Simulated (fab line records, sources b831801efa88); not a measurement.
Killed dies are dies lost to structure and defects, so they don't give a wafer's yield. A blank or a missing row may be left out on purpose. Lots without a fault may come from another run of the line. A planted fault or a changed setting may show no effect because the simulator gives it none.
Which tool did it? | flow sky130 | 6 lots, 18 wafers sampled, at 2 steps of a route of 708

WHAT THE GAUGES READ, wafer by wafer
SKY_METAL4_CD_MEAS_13: target cd 300 nm.
lot  | measured     | on        | cd_nm (nm)
L157 | day 42 00:11 | cd_sem-01 | 301.5 303.1 299.9
L158 | day 43 04:41 | cd_sem-01 | 301.0 300.8 300.3
L161 | day 43 10:50 | cd_sem-01 | 299.0 298.8 297.8
L164 | day 44 11:02 | cd_sem-02 | 300.3 300.8 301.6
L168 | day 45 15:22 | cd_sem-01 | 302.1 302.1 301.9
L175 | day 47 05:52 | cd_sem-02 | 299.1 301.5 299.4

WHICH TOOL RAN EACH LOT (tool, then ch and the chambers of the sampled wafers, then the start)
lot  | SKY_DNWELL_STRIP_08
L157 | plasma_asher-04 ch 0,1, day 3 12:33
L158 | plasma_asher-04 ch 0,1, day 4 01:38
L161 | plasma_asher-04 ch 1, day 4 09:57
L164 | plasma_asher-04 ch 0,1, day 5 05:44
L168 | plasma_asher-04 ch 0,1, day 5 22:51
L175 | plasma_asher-03 ch 0,1, day 7 16:02
- SKY_DNWELL_STRIP_08: strips in O2/N2.

THE ANSWER, worked out from the rows above alone
Rule: what is usual is taken from the lots themselves. Put in order of their means at a reading, lots are off if they are a third of the lots or fewer, leave a main group of 4 or more, and stand apart from it by a gap of 3 or more times the standard deviation of the main group's means; of several such gaps the widest counts. A main group whose means are all the same, to the digits that the tables above print for the reading, isn't used. A lot without any number at a reading at which 4 lots or more have one is off too. The other lots that the step has rows for count as sound.
No lot is off at any reading shown: from this, nothing can be told.

WHAT THE SIMULATOR HAD PUT IN
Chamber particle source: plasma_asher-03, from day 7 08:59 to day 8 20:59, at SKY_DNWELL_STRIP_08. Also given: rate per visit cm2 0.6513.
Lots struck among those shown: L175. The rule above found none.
